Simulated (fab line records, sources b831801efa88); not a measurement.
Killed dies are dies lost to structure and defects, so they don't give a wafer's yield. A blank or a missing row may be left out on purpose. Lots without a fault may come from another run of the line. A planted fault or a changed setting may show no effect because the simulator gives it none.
fab line records | flow sfq_line
record lots=14 wafers=42 last_day=80
route steps=325 shown M2@98 JJ@179 M5@204 I5@236
lots that met no fault: from a run of the same line without faults
start_h: hours from the record's first day to the start of the lot's first wafer shown | wait_h: hours since the lot's step before | " the same as in the row above | L1.1+2: a row that stands for several wafers | - no value, or no start given | * or withheld: withheld | < > ~ a bound
route shown NAME@n: a module of which the file shows steps, and the number in the route of the first | usual: mean/standard deviation of fault-free wafers | same: alike in all rows | chamber/n: place in a boat | sites: the reading at each site | _std_site: their standard deviation | _edge_site: outer sites' mean less inner sites' | radius_mm: how far each site lies from the wafer's centre | mask NAME#n: copy n | behind: the tool/chamber that last shaped the wafer | hold: why the lot was held/for how many hours/how that ended | device: the transistor (n, p or np) that didn't switch | end of line: the same wafers' tests at the end of the route | a step without rows: its recipe alone | killed: dies lost to structure and defects at the first sort, not the wafer's yield | map: a wafer's dies, x killed, . not, _ none there
set.NAME: the setting as run; set.NAME@STEP: as run at that earlier step | model.NAME: the simulator's own value behind a step, which no gauge read
steps of the route over a sample of lots; a table a step, a row a wafer
services: from which hour (start_h, from the record's first day; less than 0 if before it) a tool's chamber was out of use, for how many hours, and why
## steps
# step SFQ_M2_OVL_MEAS_916
# usual M2_OVL=-3/5
# columns lot.wafer tool chamber start_h wait_h M2_OVL[nm]
L734.1 overlay-01 - 406.84 0.1 -9
L734.3 " - " " -3
L734.4 " - " " -3
L736.2 overlay-02 - 417.54 0.1 2
L736.3 " - " " 1
L736.4 " - " " 4
L737.1 overlay-02 - 429.54 0.1 -6
L737.2 " - " " -10
L737.5 " - " " -3
L738.4 overlay-01 - 443.95 0.1 -2
L738.5 " - " " 1
L738.6 " - " " -4
L740.1 overlay-02 - 459.09 0.1 -9
L740.2 " - " " -13
L740.4 " - " " -14
L741.1 overlay-01 - 471.09 0.1 -6
L741.3 " - " " 1
L741.5 " - " " -2
L742.3 overlay-02 - 478.30 0.1 0
L742.4 " - " " 2
L742.5 " - " " 0
L743.4 overlay-02 - 487.90 0.1 -4
L743.5 " - " " -2
L743.6 " - " " 1
L745.1 overlay-01 - 493.89 0.1 -2
L745.2 " - " " -1
L745.4 " - " " 3
L746.1 overlay-02 - 502.29 0.1 0
L746.3 " - " " -5
L746.4 " - " " 3
L751.3 overlay-02 - 546.22 0.1 -2
L751.5 " - " " -9
L751.6 " - " " -11
L753.2 overlay-01 - 561.82 0.1 0
L753.3 " - " " 1
L753.5 " - " " 2
L755.1 overlay-01 - 581.01 0.1 -3
L755.2 " - " " 4
L755.6 " - " " 1
L756.2 overlay-02 - 588.02 0.1 1
L756.4 " - " " -4
L756.6 " - " " -3
# step SFQ_TRILAYER_JJ_TRILAYER_DEP_SPUTTER_109
# recipe material=Nb base_pressure_pa=1.33e-06 chamber_pressure_pa=0.1333 substrate_temp_c=20 target_thk_nm=150 power_w=2000 time_s=100
# usual throttle_valve_pct=30.2/1.1
# columns lot.wafer tool chamber start_h wait_h throttle_valve_pct
L734.1 pvd_sputter-04 - 955.32 0.0 30.2
L734.3 " - " " 31.5
L734.4 " - " " 31.0
L736.2 pvd_sputter-06 - 982.71 0.0 28.6
L736.3 " - " " 29.0
L736.4 " - " " 31.0
L737.1 pvd_sputter-03 - 999.49 0.0 29.9
L737.2 " - " " 31.2
L737.5 " - " " 29.8
L738.4 pvd_sputter-06 - 1016.06 0.0 28.2
L738.5 " - " " 28.7
L738.6 " - " " 28.2
L740.1 pvd_sputter-06 - 1028.06 0.0 28.7
L740.2 " - " " 28.2
L740.4 " - " " 29.1
L741.1 pvd_sputter-04 - 1029.27 0.0 31.7
L741.3 " - " " 31.0
L741.5 " - " " 30.8
L742.3 pvd_sputter-04 - 1041.27 0.0 30.5
L742.4 " - " " 29.9
L742.5 " - " " 31.4
L743.4 pvd_sputter-04 - 1048.47 0.0 31.6
L743.5 " - " " 31.6
L743.6 " - " " 31.0
L745.1 pvd_sputter-03 - 1058.07 0.0 31.3
L745.2 " - " " 30.1
L745.4 " - " " 28.8
L746.1 pvd_sputter-04 - 1063.46 0.0 31.0
L746.3 " - " " 30.5
L746.4 " - " " 31.5
L751.3 pvd_sputter-06 - 1105.61 0.0 30.6
L751.5 " - " " 28.4
L751.6 " - " " 29.3
L753.2 pvd_sputter-04 - 1140.51 0.0 30.1
L753.3 " - " " 30.8
L753.5 " - " " 31.0
L755.1 pvd_sputter-04 - 1153.51 0.0 30.9
L755.2 " - " " 30.1
L755.6 " - " " 30.1
L756.2 pvd_sputter-06 - 1157.11 0.0 30.8
L756.4 " - " " 27.9
L756.6 " - " " 28.4
# step SFQ_M5_OVL_MEAS_932
# usual M5_OVL=1/5.1
# columns lot.wafer tool chamber start_h wait_h M5_OVL[nm]
L734.1 overlay-01 - 1070.26 0.1 9
L734.3 " - " " 12
L734.4 " - " " 16
L736.2 overlay-01 - 1084.67 0.1 0
L736.3 " - " " 5
L736.4 " - " " 1
L737.1 overlay-01 - 1100.58 0.1 4
L737.2 " - " " -3
L737.5 " - " " 4
L738.4 overlay-02 - 1129.77 0.1 6
L738.5 " - " " -2
L738.6 " - " " 7
L740.1 overlay-01 - 1151.48 0.1 3
L740.2 " - " " 4
L740.4 " - " " 1
L741.1 overlay-02 - 1154.38 0.1 5
L741.3 " - " " 3
L741.5 " - " " 6
L742.3 overlay-01 - 1168.29 0.1 0
L742.4 " - " " 0
L742.5 " - " " -1
L743.4 overlay-01 - 1326.70 0.1 8
L743.5 " - " " 4
L743.6 " - " " 8
L745.1 overlay-01 - 1343.21 0.1 1
L745.2 " - " " -3
L745.4 " - " " -4
L746.1 overlay-01 - 1346.81 0.1 8
L746.3 " - " " 1
L746.4 " - " " -2
L751.3 overlay-02 - 1399.90 0.1 -4
L751.5 " - " " 0
L751.6 " - " " -2
L753.2 overlay-02 - 1437.36 0.1 4
L753.3 " - " " 3
L753.5 " - " " 7
L755.1 overlay-02 - 1444.56 0.1 -4
L755.2 " - " " -2
L755.6 " - " " -8
L756.2 overlay-01 - 1451.91 0.1 13
L756.4 " - " " 6
L756.6 " - " " 6
# step SFQ_TRILAYER_M5_ETCH_METAL_ETCH_126
# recipe target=Nb stop_on=SiO2 mask_material=PR over_etch_frac=0.15 time_s=203.2 chemistry=Cl2/BCl3 target_depth_nm=265 icp_w=600 bias_w=80 pressure_mtorr=10
# usual drypump_motor_current_A=5.5/0.3 oes_product_au=0.728/0.0063
# columns lot.wafer tool chamber start_h wait_h drypump_motor_current_A oes_product_au rf_hours_counter_h
L734.1 rie_metal-03 0 1070.36 0.0 5.3 0.725 96
L734.3 " 0 " " 5.3 0.725 -
L734.4 " 1 " " 5.4 0.726 -
L736.2 rie_metal-01 1 1084.88 0.1 5.2 0.729 -
L736.3 " 1 " " 5.2 0.740 -
L736.4 " 1 " " 5.2 0.724 -
L737.1 rie_metal-03 0 1100.68 0.0 5.3 0.722 101
L737.2 " 1 " " 5.4 0.730 90
L737.5 " 0 " " 5.3 0.725 -
L738.4 rie_metal-03 1 1129.92 0.1 5.4 0.722 -
L738.5 " 1 " " 5.4 0.725 -
L738.6 " 0 " " 5.3 0.721 -
L740.1 rie_metal-01 0 1151.58 0.0 5.0 0.722 7
L740.2 " 1 " " 5.2 0.735 142
L740.4 " 1 " " 5.2 0.735 -
L741.1 rie_metal-03 1 1154.48 0.0 5.4 0.725 96
L741.3 " 1 " " 5.4 0.735 -
L741.5 " 1 " " 5.4 0.734 -
L742.3 rie_metal-02 1 1168.44 0.1 5.9 0.734 -
L742.4 " 0 " " 5.8 0.729 -
L742.5 " 1 " " 6.0 0.730 -
L743.4 rie_metal-01 0 1326.85 0.1 5.1 0.731 -
L743.5 " 0 " " 5.1 0.732 -
L743.6 " 1 " " 5.2 0.725 -
L745.1 rie_metal-01 1 1343.31 0.0 5.1 0.714 8
L745.2 " 0 " " 5.1 0.719 30
L745.4 " 0 " " 5.1 0.718 -
L746.1 rie_metal-02 0 1346.91 0.0 5.8 0.722 63
L746.3 " 1 " " 6.0 0.727 -
L746.4 " 0 " " 5.8 0.728 -
L751.3 rie_metal-02 0 1400.05 0.1 5.8 0.726 -
L751.5 " 0 " " 5.7 0.718 -
L751.6 " 1 " " 5.9 0.737 -
L753.2 rie_metal-02 0 1437.45 0.0 5.7 0.759 73
L753.3 " 0 " " 5.7 0.750 -
L753.5 " 1 " " 5.9 0.759 -
L755.1 rie_metal-03 1 1444.65 0.0 5.4 0.751 134
L755.2 " 0 " " 5.3 0.758 140
L755.6 " 1 " " 5.4 0.764 -
L756.2 rie_metal-02 1 1452.00 0.0 5.9 0.728 31
L756.4 " 1 " " 5.9 0.727 -
L756.6 " 1 " " 5.9 0.720 -
# step SFQ_TRILAYER_I5_BARC_OPEN_VIA_ETCH_200
# recipe mask_material=PR chemistry=O2 target_depth_nm=125 target=BARC source_w=500 bias_w=80 pressure_mtorr=30 time_s=41.7
# usual drypump_motor_current_A=5.7/0.43 oes_product_au=0.685/0.0047
# columns lot.wafer tool chamber start_h wait_h drypump_motor_current_A oes_product_au rf_hours_counter_h
L734.1 rie_diel-03 1 1398.72 0.0 5.4 0.680 19
L734.3 " 0 " " 4.8 0.688 19
L734.4 " 3 " " 5.9 0.685 1
L736.2 rie_diel-02 0 1407.12 0.0 6.1 0.686 1
L736.3 " 2 " " 5.8 0.685 12
L736.4 " 3 " " 5.8 0.686 5
L737.1 rie_diel-04 1 1411.92 0.0 6.6 0.681 11
L737.2 " 2 " " 6.0 0.682 4
L737.5 " 0 " " 5.7 0.680 -
L738.4 rie_diel-03 0 1425.25 0.0 4.8 0.684 19
L738.5 " 3 " " 5.8 0.691 -
L738.6 " 2 " " 5.7 0.682 -
L740.1 rie_diel-04 0 1433.79 0.0 5.7 0.681 14
L740.2 " 2 " " 6.0 0.682 4
L740.4 " 1 " " 6.6 0.685 11
L741.1 rie_diel-02 2 1434.99 0.0 5.8 0.681 13
L741.3 " 3 " " 5.8 0.674 6
L741.5 " 0 " " 6.1 0.677 -
L742.3 rie_diel-03 3 1436.19 0.0 5.9 0.689 1
L742.4 " 1 " " 5.4 0.687 20
L742.5 " 3 " " 5.8 0.689 -
L743.4 rie_diel-02 0 1474.84 0.0 6.0 0.685 2
L743.5 " 1 " " 5.4 0.684 -
L743.6 " 2 " " 5.8 0.682 -
L745.1 rie_diel-04 1 1478.57 0.0 6.6 0.690 12
L745.2 " 2 " " 6.0 0.674 5
L745.4 " 3 " " 5.3 0.677 10
L746.1 rie_diel-04 3 1516.97 0.0 5.3 0.686 10
L746.3 " 0 " " 5.7 0.687 15
L746.4 " 1 " " 6.6 0.678 12
L751.3 rie_diel-04 0 1528.97 0.0 5.7 0.693 15
L751.5 " 2 " " 6.0 0.688 -
L751.6 " 1 " " 6.6 0.688 -
L753.2 rie_diel-03 0 1554.01 0.0 4.7 0.689 22
L753.3 " 3 " " 5.8 0.684 4
L753.5 " 3 " " 5.8 0.683 -
L755.1 rie_diel-04 0 1561.21 0.0 5.7 0.686 16
L755.2 " 3 " " 5.3 0.685 11
L755.6 " 0 " " 5.7 0.680 -
L756.2 rie_diel-02 2 1568.76 0.0 5.8 0.680 14
L756.4 " 0 " " 6.0 0.688 3
L756.6 " 1 " " 5.4 0.682 -
## services
# columns tool chamber start_h hours kind
rie_metal-03 1 942.42 2.1 repair
rie_diel-04 1 959.94 5.1 repair
rie_metal-03 - 962.67 28.1 pm
pvd_sputter-06 - 963.47 9.1 repair
pvd_sputter-04 - 967.92 5.5 repair
rie_diel-04 3 986.86 9.5 repair
rie_diel-04 - 993.42 0.9 repair
pvd_sputter-06 - 1006.49 3.6 repair
pvd_sputter-06 - 1011.01 3.1 repair
rie_metal-02 0 1059.60 20.6 repair
rie_metal-03 1 1079.16 8.3 repair
pvd_sputter-04 - 1102.19 5.2 repair
rie_metal-02 1 1103.49 5.7 repair
pvd_sputter-04 - 1121.64 4.6 repair
rie_metal-02 - 1124.02 2.8 pm
rie_metal-03 - 1134.19 2.8 pm
rie_diel-04 1 1160.02 1.8 repair
rie_diel-04 1 1176.18 19.4 repair
rie_metal-03 - 1197.77 1.3 repair
rie_diel-04 3 1197.98 3.8 repair
pvd_sputter-04 - 1288.55 4.3 repair
rie_diel-04 2 1343.59 1.2 repair
rie_diel-04 0 1374.89 4.8 repair
rie_diel-04 0 1525.11 2.0 repair
## key
first_sign step=SFQ_TRILAYER_M5_ETCH_METAL_ETCH_126 reading=oes_product_au direction=up sigmas=4.5 usual=0.728 struck=0.757
effect none on later readings
met_at SFQ_TRILAYER_JJ_TRILAYER_DEP_SPUTTER_109
struck_lots L753,L755
not_acting_at SFQ_M2_OVL_MEAS_916,SFQ_M5_OVL_MEAS_932,SFQ_TRILAYER_I5_BARC_OPEN_VIA_ETCH_200
onset_between 1063.46 1140.51
fault kind=process_parameter_drift tool=pvd_sputter-04 chamber=- onset_h=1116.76 steps=SFQ_TRILAYER_JJ_TRILAYER_DEP_SPUTTER_109 channel=time_s offset=* shape=step end_h=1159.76 acts_in=* stated=*
